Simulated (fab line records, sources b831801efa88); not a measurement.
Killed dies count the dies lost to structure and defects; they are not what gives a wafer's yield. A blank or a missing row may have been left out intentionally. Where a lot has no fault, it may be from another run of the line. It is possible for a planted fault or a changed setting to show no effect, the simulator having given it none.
Lot-split experiment	flow sky130	route with 708 steps; 5 lots, 23 wafers read

## SPLIT DETAILS
At SKY_SD_N_IMPLANT_09, the setting energy-kev was moved away from the recipe's 50 on 11 of the 23 wafers read, by -3.8% to +4.3%. For the rest of the wafers, this setting stayed at what the recipe calls for.

## FROM THE SPLIT TO THE READING: what the file shows between them, 4 steps
- SKY_SD_N_IMPLANT_10
- SKY_SD_N_STRIP_11: strips in O2/N2
- SKY_SD_N_CLEAN_13: cleans in SC1/SC2, time 150 s
- SKY_SD_N_RTA_14: time 2 s

## THE READING
At SKY_SD_N_RS_MEAS_16, a four-point-probe measurement gives SD_N_RS in ohm/sq. A value of 68.53 ohm/sq with a standard deviation of 0.11 ohm/sq is what fault-free wafers of this fab line usually give.

wafer	tool, chamber at the split	energy-kev as run	against the recipe	SD_N_RS, ohm/sq	against lot-mates on the recipe
L077.2	implanter-04, 0	50	recipe	68.55	-
L077.3	implanter-04, 0	50	recipe	68.59	-
L077.5	implanter-04, 0	50	recipe	68.58	-
L080.1	implanter-01, 0	51.03	+2.1%	67.83	-0.65
L080.2	implanter-01, 0	50	recipe	68.52	-
L080.3	implanter-01, 0	51.03	+2.1%	67.67	-0.81
L080.5	implanter-01, 0	51.03	+2.1%	67.64	-0.84
L080.6	implanter-01, 0	50	recipe	68.44	-
L081.1	implanter-02, 0	51.37	+2.7%	67.46	-0.93
L081.2	implanter-02, 0	50	recipe	68.49	-
L081.3	implanter-02, 0	50	recipe	68.37	-
L081.4	implanter-02, 0	51.37	+2.7%	67.43	-0.96
L081.5	implanter-02, 0	50	recipe	68.32	-
L082.2	implanter-04, 0	48.12	-3.8%	69.83	+1.36
L082.3	implanter-04, 0	50	recipe	68.50	-
L082.4	implanter-04, 0	48.12	-3.8%	69.88	+1.41
L082.5	implanter-04, 0	50	recipe	68.45	-
L082.6	implanter-04, 0	48.12	-3.8%	70.02	+1.55
L084.1	implanter-04, 0	52.15	+4.3%	67.00	-1.37
L084.2	implanter-04, 0	50	recipe	68.35	-
L084.4	implanter-04, 0	50	recipe	68.39	-
L084.5	implanter-04, 0	52.15	+4.3%	66.86	-1.51
L084.6	implanter-04, 0	52.15	+4.3%	67.09	-1.28

THE FIT
A straight line over all 23 wafers: SD_N_RS changes by -0.365 ohm/sq for each +1% of energy-kev; r = -0.99; the points scatter about the line by 0.095 ohm/sq.
The same after taking each lot's own level away (the mean of its wafers on the recipe; 23 wafers): -0.353 ohm/sq for each +1%; r = -0.99; scatter 0.088 ohm/sq.
According to that fit, moving energy-kev by its largest amount changes the reading by 1.5 ohm/sq.
Across the lots, their own levels run from 68.370 to 68.573 ohm/sq, a range of 1.8 times the standard deviation given above.
The two slopes are in agreement: the lot-to-lot level therefore moves the slope only a little.
Check: -1.51 ohm/sq against its lot-mates is what the line predicts for one of the wafers moved furthest among these (+4.3%) when that wafer is left out of the fit. It came out at -1.37 ohm/sq against them.

## THESE WAFERS: OTHER SPLITS
These wafers also went through other splits before the reading. Each is held against what the fit with the lots' levels taken away leaves over:
other split on the same wafers	wafers away from the commonest value	r with SD_N_RS (lot level and that fit taken away)
SKY_LDD_LDN_COAT_02 spin-rpm	8	-0.16
SKY_LDD_LDN_IMPLANT_09 dose-cm2	8	-0.04
SKY_SPACER_CVD_00 pressure-mtorr	18	+0.27
SKY_SD_P_IMPLANT_09 energy-kev	7	-0.16
SKY_RES_XHIGH_IMPLANT_07 energy-kev	4	-0.12
SKY_SD_N_SOFTBAKE_03 temp-c	9	-0.30

## THE WHOLE CHAIN: every reading that the file lists as answering this split, in the file's order
step	what it does	reading	change (the file's fit)	r (the file's)
SKY_SD_N_IMPLANT_09		implant.rp-nm (the simulator's own value, which no gauge read)	+0.256 nm for each +1% of the setting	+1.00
SKY_SD_N_IMPLANT_09		implant.drp-nm (the simulator's own value, which no gauge read)	+0.106 nm for each +1% of the setting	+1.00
SKY_SD_N_STRIP_11	strips in O2/N2	strip-time-to-endpoint-s	withheld for each +1% of the setting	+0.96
SKY_SD_N_RS_MEAS_16	measures by four-point-probe	SD_N_RS	-0.35 for each +1% of the setting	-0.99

## THE FILE'S OWN FIT
SD_N_RS changes by -0.35 ohm/sq for each +1% of energy-kev, r = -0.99.
